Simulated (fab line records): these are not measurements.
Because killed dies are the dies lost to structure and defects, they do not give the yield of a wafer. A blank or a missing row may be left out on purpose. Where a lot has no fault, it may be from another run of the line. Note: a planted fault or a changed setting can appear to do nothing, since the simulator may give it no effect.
Chamber matching	flow gf180mcu	4 sister chambers for GF_V4_CMP_04 on cmp-01
The step polishes SiO2. 8 wafers are shown with their chamber, then 7 later ones without.

## WAFERS, EACH WITH ITS CHAMBER
wafer	chamber	motor current A (A)	time to endpoint s (s)
L373.3	2	13.4	74
L374.1	1	12.5	82
L374.5	3	10.7	85
L375.2	0	11.9	86
L375.3	2	12.9	83
L375.4	3	10.7	83
L380.3	0	12.5	86
L380.4	1	12.8	96

## WAFERS WHOSE CHAMBER IS MISSING
wafer	motor current A (A)	time to endpoint s (s)
L380.6	10.3	88
L381.1	13.7	80
L381.3	10.5	76
L381.5	12.6	91
L383.1	13.1	85
L383.4	10.3	86
L383.5	13.2	92

## CHAMBER TAKEN BY EACH
wafer	from the rows above	in truth
L380.6	3	3
L381.1	can't be placed: 2 or 1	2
L381.3	3	3
L381.5	can't be placed: 1 or 0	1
L383.1	can't be placed: 2 or 1 or 0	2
L383.4	3	3
L383.5	can't be placed: 1 or 2 or 0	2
Correct placement for 3 of the 7. Cannot be placed on the basis of these rows: 4; the candidates contain the true chamber in 4. Wrongly placed: 0.
How it was worked out, from the rows above alone: a wafer's distance from a chamber is the root of the sum, over the readings, of the square of ((its reading less the chamber's mean) divided by the reading's scatter). If the next closest chamber is less than 2 further off than the closest, the wafer can't be placed; otherwise it belongs to the closest. A chamber's mean is the mean of its shown wafers. The scatter: the root of (the sum of the squares of (reading less its chamber's mean) over the shown wafers, divided by (wafers less chambers)).
